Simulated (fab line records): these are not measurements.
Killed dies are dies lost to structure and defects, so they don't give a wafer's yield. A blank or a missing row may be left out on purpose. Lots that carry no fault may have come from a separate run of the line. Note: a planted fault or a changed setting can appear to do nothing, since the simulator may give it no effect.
Which tool is to blame? ; flow gf180mcu ; 6 lots with 18 wafers sampled at 4 steps, on a route of 602 steps

## WHAT THE GAUGES SHOWED, per wafer
GF_SAB_CD_MEAS_09 targets a cd of 420 nm.
lot;measured;on;cdNm (nm)
L475;day 15 13:01;cdSem-01;414.0 417.8 417.2
L477;day 16 04:56;cdSem-02;424.0 422.8 424.4
L479;day 16 22:34;cdSem-01;417.9 420.0 417.8
L485;day 19 07:22;cdSem-02;422.9 425.8 423.7
L490;day 20 14:28;cdSem-02;420.9 419.6 418.6
L493;day 21 20:43;cdSem-01;412.8 412.6 412.7

## TOOL THAT RAN EACH LOT (tool first, then ch and the chambers of the sampled wafers, then the start)
lot;GF_POLY_GATE_STRIP_14;GF_PSD_STRIP_10;GF_SAB_DEVELOP_08
L475;plasmaAsher-04 ch 0,1, day 9 13:25;plasmaAsher-02 ch 0,1, day 14 15:14;lithoTrack-02 ch 0, day 15 12:47
L477;plasmaAsher-03 ch 0,1, day 10 01:07;plasmaAsher-01 ch 0,1, day 15 06:23;lithoTrack-02 ch 0, day 16 04:47
L479;plasmaAsher-01 ch 0,1, day 10 17:22;plasmaAsher-01 ch 0,1, day 15 23:37;lithoTrack-04 ch 0, day 16 22:25
L485;plasmaAsher-04 ch 0,1, day 12 14:22;plasmaAsher-02 ch 0,1, day 18 06:55;lithoTrack-04 ch 0, day 19 07:13
L490;plasmaAsher-04 ch 0, day 13 21:13;plasmaAsher-02 ch 0,1, day 19 14:41;lithoTrack-02 ch 0, day 20 14:20
L493;plasmaAsher-01 ch 0,1, day 14 21:10;plasmaAsher-01 ch 0,1, day 20 20:47;lithoTrack-04 ch 0, day 21 20:34
- GF_POLY_GATE_STRIP_14: strips in O2/N2.
- GF_PSD_STRIP_10: strips in O2/N2.
- GF_SAB_DEVELOP_08: develop time 60 s.

## THE ANSWER, worked out from the rows above alone
Rule: the usual values come from the lots themselves. The widest of any qualifying gaps counts: lots, ordered by their means at a reading, are off when they make up no more than a third of the lots, leave a main group of 4 or more, and stand apart from it by 3 or more times the standard deviation of that group's means. If all means in a main group match to the digits the tables above print for the reading, that group is not used. A lot without any number at a reading at which 4 lots or more have one is off too. All remaining lots with rows at the step are treated as sound.
None of the lots is off at any reading shown; this tells nothing.

## WHAT THE SIMULATOR HAD PUT IN
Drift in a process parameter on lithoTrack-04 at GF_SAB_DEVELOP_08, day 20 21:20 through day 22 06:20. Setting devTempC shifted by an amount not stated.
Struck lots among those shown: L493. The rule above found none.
